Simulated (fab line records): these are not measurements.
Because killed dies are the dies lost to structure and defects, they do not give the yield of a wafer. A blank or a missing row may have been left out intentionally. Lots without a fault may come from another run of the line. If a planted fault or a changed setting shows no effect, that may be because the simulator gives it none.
Chamber matching -- flow gf180mcu -- GF_V4_CMP_26 on cmp-01 has 4 sister chambers
The step polishes, stops on SiO2, t overpolish 15 s, target thk 0 nm. 18 wafers are shown with their chamber, then 9 later ones without.

== WAFERS, EACH WITH ITS CHAMBER ==
wafer,chamber,motor current A (A),time to endpoint s (s),overpolish run s (s)
L715.4,1,11.3,84.6,15.009
L715.5,2,9.9,88.4,14.994
L715.6,1,11.3,88.9,15.002
L716.4,2,9.6,85.6,15.012
L716.5,1,11.4,83.9,15.008
L716.6,2,10.7,85.8,15.011
L719.1,3,10.7,86.1,14.999
L719.2,2,10.0,82.7,15.010
L719.3,1,10.9,84.5,15.006
L728.4,2,9.8,91.1,15.020
L728.5,2,9.9,89.2,14.990
L728.6,1,10.6,85.9,15.003
L729.1,3,10.5,88.8,15.001
L729.2,2,9.7,91.1,14.998
L729.4,1,10.8,89.3,14.996
L730.2,2,10.6,85.8,15.005
L730.4,3,10.0,86.8,15.002
L730.5,0,12.1,84.2,15.002

SIGNATURES (averages over the wafers above)
reading,chamber 0,chamber 1,chamber 2,chamber 3,scatter within a chamber
motor current A,12.100,11.050,10.025,10.400,0.373
time to endpoint s,84.200,86.183,87.463,87.233,2.59
overpolish run s,15.00200,15.00400,15.00500,15.00067,0.00779
Rule: for each reading, subtract the chamber's mean from the wafer's reading, divide by that reading's scatter and square the result; add these up over the readings and take the root, which gives the wafer's distance from the chamber. The wafer belongs to the nearest chamber; if the next one is less than 2 further off, it can't be placed. The scatter: the root of (the sum of the squares of (reading less its chamber's mean) over the shown wafers, divided by (wafers less chambers)).

== WAFERS WITHOUT THEIR CHAMBER ==
wafer,motor current A (A),time to endpoint s (s),overpolish run s (s)
L732.1,10.0,89.2,14.999
L732.2,11.8,86.8,15.018
L732.6,9.9,88.7,15.003
L735.2,10.5,84.9,15.000
L735.4,11.4,84.1,14.986
L735.5,11.7,83.2,14.998
L738.1,11.5,85.8,15.003
L738.2,10.0,86.2,14.988
L738.5,10.4,87.0,14.986

== CHAMBER TAKEN BY EACH ==
wafer,from the rows above,in truth
L732.1,can't be placed: 2 or 3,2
L732.2,can't be placed: 0 or 1 or 3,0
L732.6,can't be placed: 2 or 3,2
L735.2,can't be placed: 3 or 1 or 2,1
L735.4,can't be placed: 1 or 0 or 3 or 2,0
L735.5,can't be placed: 0 or 1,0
L738.1,can't be placed: 1 or 0 or 3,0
L738.2,can't be placed: 3 or 2 or 1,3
L738.5,can't be placed: 3 or 2 or 1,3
Correct placement for 0 of the 9. Not placeable from these rows: 9 (in 9, the candidates include the true chamber). Placed wrongly: 0.
